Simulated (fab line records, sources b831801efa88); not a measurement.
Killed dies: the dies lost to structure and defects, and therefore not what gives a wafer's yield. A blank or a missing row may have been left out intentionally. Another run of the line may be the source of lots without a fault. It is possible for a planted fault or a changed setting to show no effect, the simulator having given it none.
A struck lot beside a sound one | flow sfq line | 42 out of 325 route steps
Sound: the wafers L682.2, L682.3, L682.6. Struck: wafer L672.4; the same lot's L672.2 was not struck, so it is left out; see the end for the cause.
At each step with rows: each side's tool, then ch and its chambers, then its first start. Under that, the readings that differ: sound wafers | struck wafers | difference of the means | sigmas: that difference in standard deviations of wafers without a fault.
alike: same words and numbers on both sides, and readings whose means sit less than 2 such deviations apart. not compared: any withheld reading, any reading some wafer has no value for, any bound like >300 that may hide the same value, and any number with overlapping values for which the record gives no deviation.
Wherever a step has rows on one side only, a row that says differs or no value, or a row with sigmas, the two part there. Numbers that have no deviation but don't overlap get no sigmas and don't part them. A reading missing from all wafers of one side parts the sides only when that side holds two or more wafers.

first, 6 steps without rows for these wafers: SFQ_TRILAYER_C5_LITHO_COAT_156 (resist thk 62 nm); SFQ_TRILAYER_C5_LITHO_COAT_151 (resist thk 650 nm); SFQ_TRILAYER_C5_LITHO_SOFTBAKE_155; SFQ_TRILAYER_C5_LITHO_EXPOSE_152 (exposes mask C5, target cd 500 nm); SFQ_TRILAYER_C5_LITHO_PEB_154 (peb time 60 s); SFQ_TRILAYER_C5_LITHO_DEVELOP_153 (time 60 s).
SFQ_C5_OVL_MEAS_937:
  struck on overlay-02, day 60 20:38; sound on overlay-02, day 63 19:56
  alike: C5_OVL
then, 5 steps without rows for these wafers: SFQ_TRILAYER_C5_BARC_OPEN_VIA_ETCH_210 (etches BARC in O2, target depth 125 nm, time 41.7 s); SFQ_TRILAYER_C5_ETCH_VIA_ETCH_154 (etches SiO2 in CHF3, stops on Nb, target depth 84 nm); SFQ_TRILAYER_C5_STRIP_STRIP_155 (strips in O2); SFQ_TRILAYER_C5_STRIP_SOLV_CLEAN_156 (cleans in NMP, time 600 s); SFQ_TRILAYER_M6_DEP_PRE_CLEAN_158 (time 22.5 s).
SFQ_TRILAYER_M6_DEP_SPUTTER_157: material Nb, target thk 200 nm, time 133.3 s.
  struck on pvd sputter-03, day 60 21:34; sound on pvd sputter-03, day 63 20:52
  reading                                             | sound         | struck | difference | sigmas
  model.Nb_of_TRILAYER_M6_DEP_SPUTTER_157.thk nm (nm) | 201.3 202 201 | 152.8  | -48.6      |
  alike: throttle valve pct
SFQ_M6_RS_MEAS_938: measurement is done with a four-point probe.
  struck on film metro-04, day 60 21:41; sound on film metro-01, day 63 20:58
  reading           | sound             | struck | difference | sigmas
  M6_NB_RS (ohm/sq) | 0.881 0.881 0.886 | 1.169  | +0.286     | +29
then, 6 steps without rows for these wafers: SFQ_TRILAYER_M6_LITHO_COAT_164 (resist thk 62 nm); SFQ_TRILAYER_M6_LITHO_COAT_159 (resist thk 600 nm); SFQ_TRILAYER_M6_LITHO_SOFTBAKE_163; SFQ_TRILAYER_M6_LITHO_EXPOSE_160 (exposes mask M6, target cd 500 nm); SFQ_TRILAYER_M6_LITHO_PEB_162 (peb time 60 s); SFQ_TRILAYER_M6_LITHO_DEVELOP_161 (time 60 s).
SFQ_M6_OVL_MEAS_940:
  struck on overlay-02, day 62 04:20; sound on overlay-01, day 65 15:11
  alike: M6_OVL
SFQ_TRILAYER_M6_BARC_OPEN_METAL_ETCH_206: etches BARC in O2, target depth 125 nm, time 41.7 s.
  sound on rie metal-03 ch 0,1, day 65 15:13; struck on rie metal-01 ch 1, day 62 04:22
  alike: drypump motor current A, he backside leak sccm, oes product au
  not compared: rf hours counter h
SFQ_TRILAYER_M6_ETCH_METAL_ETCH_162: etches Nb in Cl2/Ar, stops on SiO2, target depth 240 nm, time 120 s.
  sound on rie metal-03 ch 0,1, day 65 15:17; struck on rie metal-01 ch 1, day 62 04:26
  reading               | sound             | struck | difference | sigmas
  oes product au (a.u.) | 0.890 0.898 0.891 | 0.771  | -0.122     | -18
  alike: drypump motor current A, he backside leak sccm
  not compared: rf hours counter h
SFQ_TRILAYER_M6_STRIP_STRIP_163: strips in O2.
  sound on rie metal-03 ch 0,1, day 65 15:24; struck on rie metal-01 ch 1, day 62 04:33
  alike: drypump motor current A, he backside leak sccm, oes product au
  not compared: rf hours counter h
then, 2 steps without rows for these wafers: SFQ_TRILAYER_M6_STRIP_SOLV_CLEAN_164 (cleans in NMP, time 600 s); SFQ_TRILAYER_I6_DEP_PECVD_165 (deposits SiO2 from SiH4/N2O, time 111.11 s, target thk 500 nm).
SFQ_TRILAYER_I6_CMP_CMP_166: polishes SiO2.
  sound on cmp-01 ch 0,1,2, day 65 16:46; struck on cmp-01 ch 1, day 62 15:16
  alike: motor current A, slurry filter dp kPa, slurry flow ml min, time to endpoint s
SFQ_I6_BOW_MEAS_941:
  struck on film metro-02, day 62 17:17; sound on film metro-01, day 65 19:17
  alike: I6_BOW
SFQ_TRILAYER_I6_METRO_MEASURE_167:
  struck on film metro-02, day 62 17:35; sound on film metro-01, day 65 19:35
  alike: thk nm
then, 6 steps without rows for these wafers: SFQ_TRILAYER_I6_VIA_LITHO_COAT_174 (resist thk 62 nm); SFQ_TRILAYER_I6_VIA_LITHO_COAT_169 (resist thk 650 nm); SFQ_TRILAYER_I6_VIA_LITHO_SOFTBAKE_173; SFQ_TRILAYER_I6_VIA_LITHO_EXPOSE_170 (exposes mask I6, target cd 700 nm); SFQ_TRILAYER_I6_VIA_LITHO_PEB_172 (peb time 60 s); SFQ_TRILAYER_I6_VIA_LITHO_DEVELOP_171 (time 60 s).
-- the record jumps here: 4 days lie between the struck wafers' starts before and after --
SFQ_I6_OVL_MEAS_942:
  struck on overlay-02, day 66 23:32; sound on overlay-02, day 69 16:28
  alike: I6_OVL
then, 1 step without rows for these wafers: SFQ_TRILAYER_I6_VIA_BARC_OPEN_VIA_ETCH_235 (etches BARC in O2, target depth 125 nm, time 41.7 s).
SFQ_TRILAYER_I6_VIA_ETCH_VIA_ETCH_172: etches SiO2 in CHF3, stops on Nb, target depth 260 nm.
  sound on rie diel-03 ch 1,3, day 69 16:32; struck on rie diel-03 ch 0, day 66 23:36
  alike: drypump motor current A, oes product au
then, 3 steps without rows for these wafers: SFQ_TRILAYER_I6_VIA_STRIP_STRIP_173 (strips in O2); SFQ_TRILAYER_I6_VIA_STRIP_SOLV_CLEAN_174 (cleans in NMP, time 600 s); SFQ_TRILAYER_M7_DEP_PRE_CLEAN_176 (time 22.5 s).
-- the record jumps here: 6 days lie between the struck wafers' starts before and after --
SFQ_M8_BOW_MEAS_951:
  struck on film metro-01, day 72 23:53; sound on film metro-04, day 77 11:43
  reading                 | sound               | struck | difference | sigmas
  model.etest.m6.ohm um   | 1.758 1.756 1.758   | 2.352  | +0.595     |
  model.etest.i5.link ohm | 2.234 2.245 2.253   | 2.607  | +0.363     |
  model.etest.c5.link ohm | 8.057 8.103 7.988   | 8.368  | +0.319     |
  model.etest.m6.ohm sq   | 0.8849 0.882 0.8863 | 1.166  | +0.282     |
  model.etest.i6.link ohm | 1.877 1.87 1.865    | 2.166  | +0.295     |
  alike: M8_BOW

WHERE THEY PART
First at SFQ_M6_RS_MEAS_938; last, within this record, at SFQ_TRILAYER_M6_ETCH_METAL_ETCH_162. Later steps at which nothing parts them and some readings are alike: SFQ_TRILAYER_M6_STRIP_STRIP_163, SFQ_TRILAYER_I6_CMP_CMP_166, SFQ_I6_BOW_MEAS_941, SFQ_TRILAYER_I6_METRO_MEASURE_167, SFQ_I6_OVL_MEAS_942, SFQ_TRILAYER_I6_VIA_ETCH_VIA_ETCH_172, SFQ_M8_BOW_MEAS_951.

WHY: whatever the simulator had introduced
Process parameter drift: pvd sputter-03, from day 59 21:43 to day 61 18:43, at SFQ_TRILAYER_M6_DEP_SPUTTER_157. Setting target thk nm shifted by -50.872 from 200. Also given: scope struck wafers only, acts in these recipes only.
